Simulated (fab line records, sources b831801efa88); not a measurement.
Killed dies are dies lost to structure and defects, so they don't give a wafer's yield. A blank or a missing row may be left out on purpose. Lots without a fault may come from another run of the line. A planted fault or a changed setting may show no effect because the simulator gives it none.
A struck lot beside a sound one | flow gf180mcu | 18 steps out of a route of 602
Sound: wafers L581.1, L581.2, L581.4. Struck: wafers L588.1, L588.3, L588.5. The cause comes at the end.
At each step with rows: each side's tool, then ch and its chambers, then its first start. Under that, the readings that differ: sound wafers | struck wafers | difference of the means | sigmas: that difference in standard deviations of wafers without a fault.
alike: readings whose means differ by less than 2 such deviations, and words and numbers that are the same on both sides. not compared: withheld readings, readings that some wafer has no value for, bounds like >300 that may hide the same value, and numbers for which the record gives no deviation and whose values overlap.
The two part at a step that has a row with sigmas, a row that says differs or no value, or rows on one side only. Numbers that don't overlap but have no deviation are shown without sigmas and don't part them. A reading that every wafer of one side lacks parts them only if that side has two wafers or more.

first, 3 steps without rows for these wafers: GF_HV_LDD_EXPOSE_04 (exposes mask Nplus LV AREA, target cd 400 nm); GF_HV_LDD_PEB_05; GF_HV_LDD_DEVELOP_06 (develop time 60 s).
GF_HV_LDD_CD_MEAS_07: target cd 400 nm.
  sound on cd_sem-02, day 10 02:50; struck on cd_sem-01, day 12 05:37
  reading    | sound             | struck            | difference | sigmas
  cd_nm (nm) | 399.0 403.2 403.0 | 391.0 393.3 389.9 | -10.3      | -4
GF_HV_LDD_OVL_MEAS_08:
  sound on overlay-01, day 10 02:58; struck on overlay-02, day 12 05:44
  alike: HV_LDD_OVL
then, 1 step without rows for these wafers: GF_HV_LDD_IMPLANT_09.
GF_HV_LDD_STRIP_10: strips in O2/N2.
  sound on plasma_asher-04 ch 0,1, day 10 03:09; struck on plasma_asher-02 ch 0,1, day 12 05:56
  alike: drypump_motor_current_A, heater_power_w, oes_product_au, strip_time_to_endpoint_s
  not compared: rf_hours_counter_h
GF_HV_LDD_TW_MEAS_11:
  sound on film_metro-02, day 10 03:15; struck on film_metro-04, day 12 06:02
  reading   | sound          | struck         | difference | sigmas
  HV_LDD_TW | 2438 2440 2438 | 2387 2390 2388 | -50        | -2
then, 4 steps without rows for these wafers: GF_HV_LDD_DEHYDRATE_12 (time 60 s); GF_HV_LDD_HMDS_13 (prime time 60 s); GF_HV_LDD_COAT_14 (resist thk 988.1 nm); GF_HV_LDD_SOFTBAKE_15 (time 60 s).
GF_HV_LDD_EXPOSE_16: exposes mask Pplus LV AREA, target cd 400 nm.
  sound on iline_stepper-01 ch 0, day 10 12:02; struck on iline_stepper-01 ch 0, day 12 16:07
  reading              | sound                | struck               | difference | sigmas
  exposure_dose_mJ_cm2 | 139.84 140.14 140.17 | 132.49 132.72 132.75 | -7.40      | -62
  alike: mask
then, 2 steps without rows for these wafers: GF_HV_LDD_PEB_17; GF_HV_LDD_DEVELOP_18 (develop time 60 s).
GF_HV_LDD_CD_MEAS_19: target cd 400 nm.
  sound on cd_sem-02, day 10 20:38; struck on cd_sem-01, day 13 02:04
  reading    | sound             | struck            | difference | sigmas
  cd_nm (nm) | 400.8 402.5 401.8 | 387.2 385.1 386.4 | -15.5      | -6
  not compared: hold
GF_HV_LDD_OVL_MEAS_20:
  sound on overlay-02, day 10 20:46; struck on overlay-01, day 13 05:23
  reading | sound | struck                                                                     | difference                   | sigmas
  hold    | - - - | await_dispo/3.2h/release await_dispo/3.2h/release await_dispo/3.2h/release | no value on the sound wafers |
  alike: HV_LDD_01_OVL
then, 1 step without rows for these wafers: GF_PASSIVATION_PROBE_99.

WHERE THEY PART
First at GF_HV_LDD_CD_MEAS_07; last, within this record, at GF_HV_LDD_OVL_MEAS_20.

WHY: what the simulator had put in
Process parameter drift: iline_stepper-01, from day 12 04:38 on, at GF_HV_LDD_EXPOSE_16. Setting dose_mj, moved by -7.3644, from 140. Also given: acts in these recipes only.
